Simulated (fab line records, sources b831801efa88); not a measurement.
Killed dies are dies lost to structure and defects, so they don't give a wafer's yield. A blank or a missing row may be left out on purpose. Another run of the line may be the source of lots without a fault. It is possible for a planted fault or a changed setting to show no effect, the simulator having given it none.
2 desks looking at one fault	flow gf180mcu	each desk holds nothing but its own numbers, with what lay behind them at the end

METROLOGY DESK
Means of the sampled wafers that have a number, per lot and without regard to the tool the lot ran on: this is what the gauges read. Any lot whose mean is over 4 standard deviations away from the usual mean is out of limits and marked OUT; that distance is given in the brackets.
Columns: A = V5_OVL at GF_V5_OVL_MEAS_15, usual -1 nm; B = V5_W_RS at GF_V5_RS_MEAS_24, usual 0.330 ohm/sq; C = V5_W_THK at GF_V5_THK_MEAS_25, usual 350 nm
lot	first seen here	A	B	C
L648	day 27 00:41	-0	0.329	352
L649	day 27 08:53	-1	0.331	349
L659	day 30 15:14	-5	0.333	346
L661	day 31 02:02	3	0.328	349
L664	day 32 02:19	3	0.334	345
L668	day 32 21:46	-1	0.330	350
Finding of this desk: none of the 6 lots has anything out of limits.

THE TOOL OWNER'S DESK: pvd sputter-04
The tool's own readings at GF_TOP_METAL_SPUTTER_00 (material Ti, target thk 37.5 nm, time 150 s): means of the sampled wafers that have a number, for each lot that ran on this tool. Any lot whose mean is over 4 standard deviations away from the usual mean is out of limits and marked OUT; that distance is given in the brackets.
Columns: A = throttle valve pct at GF_TOP_METAL_SPUTTER_00, usual 29.7 %
lot	first seen here	A
L649	day 27 10:18	29.8
L659	day 30 16:39	29.0
L661	day 31 03:26	29.3
Finding of this desk: none of the 3 lots has anything out of limits.

PUT TOGETHER
The metrology desk saw nothing out of limits.
Nothing out of limits was seen by the tool owner's desk.

WHAT THE SIMULATOR HAD PUT IN
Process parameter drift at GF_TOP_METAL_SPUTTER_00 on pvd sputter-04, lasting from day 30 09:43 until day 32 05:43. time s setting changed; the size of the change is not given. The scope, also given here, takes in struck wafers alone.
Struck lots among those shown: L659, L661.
